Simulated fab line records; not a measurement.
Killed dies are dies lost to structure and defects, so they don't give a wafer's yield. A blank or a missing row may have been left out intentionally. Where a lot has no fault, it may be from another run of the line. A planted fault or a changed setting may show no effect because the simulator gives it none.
Matching of chambers :: flow sky130 :: 4 sister chambers for SKY_LI_CONTACT_CMP_02 on cmp-02
The step polishes PSG. 8 wafers are shown with their chamber, then 8 later ones without.

EACH WAFER AND ITS CHAMBER
wafer: L858.3
chamber: 2
motor_current_A (A): 11.6
time_to_endpoint_s (s): 31.5

wafer: L866.1
chamber: 1
motor_current_A (A): 11.2
time_to_endpoint_s (s): 34.5

wafer: L866.3
chamber: 3
motor_current_A (A): 11.5
time_to_endpoint_s (s): 33.4

wafer: L866.4
chamber: 0
motor_current_A (A): 11.0
time_to_endpoint_s (s): 36.3

wafer: L867.1
chamber: 0
motor_current_A (A): 10.6
time_to_endpoint_s (s): 34.7

wafer: L867.5
chamber: 3
motor_current_A (A): 11.8
time_to_endpoint_s (s): 35.6

wafer: L867.6
chamber: 2
motor_current_A (A): 12.1
time_to_endpoint_s (s): 34.0

wafer: L868.1
chamber: 1
motor_current_A (A): 11.4
time_to_endpoint_s (s): 34.4

WAFERS WITH NO CHAMBER GIVEN
wafer: L868.2
motor_current_A (A): 11.6
time_to_endpoint_s (s): 34.0

wafer: L868.6
motor_current_A (A): 10.7
time_to_endpoint_s (s): 34.2

wafer: L870.1
motor_current_A (A): 11.1
time_to_endpoint_s (s): 31.6

wafer: L870.3
motor_current_A (A): 10.8
time_to_endpoint_s (s): 33.0

wafer: L870.6
motor_current_A (A): 10.2
time_to_endpoint_s (s): 29.3

wafer: L872.1
motor_current_A (A): 11.5
time_to_endpoint_s (s): 31.7

wafer: L872.2
motor_current_A (A): 11.9
time_to_endpoint_s (s): 30.4

wafer: L872.6
motor_current_A (A): 11.9
time_to_endpoint_s (s): 32.5

WHICH CHAMBER EACH ONE RAN IN
wafer: L868.2
from the rows above: can't be placed: 3 or 1 or 2
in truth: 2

wafer: L868.6
from the rows above: can't be placed: 0 or 1
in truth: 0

wafer: L870.1
from the rows above: can't be placed: 1 or 2 or 3 or 0
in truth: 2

wafer: L870.3
from the rows above: can't be placed: 0 or 1 or 3
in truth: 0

wafer: L870.6
from the rows above: can't be placed: 0 or 1 or 3 or 2
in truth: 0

wafer: L872.1
from the rows above: can't be placed: 2 or 3 or 1
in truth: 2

wafer: L872.2
from the rows above: can't be placed: 2 or 3
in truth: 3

wafer: L872.6
from the rows above: can't be placed: 2 or 3
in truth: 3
0 of 8 placed correctly. Can't be placed from these rows: 8 (the true chamber is among the candidates in 8). 0 placed wrongly.
How it was worked out, from the rows above alone: a wafer's distance from a chamber is the root of the sum, over the readings, of the square of ((its reading less the chamber's mean) divided by the reading's scatter). If the next closest chamber is less than 2 further off than the closest, the wafer can't be placed; otherwise it belongs to the closest. The mean given for a chamber averages the wafers shown for that chamber. The scatter is the square root of a quotient: the sum, over the shown wafers, of each reading's squared deviation from its chamber's mean, divided by wafers minus chambers.
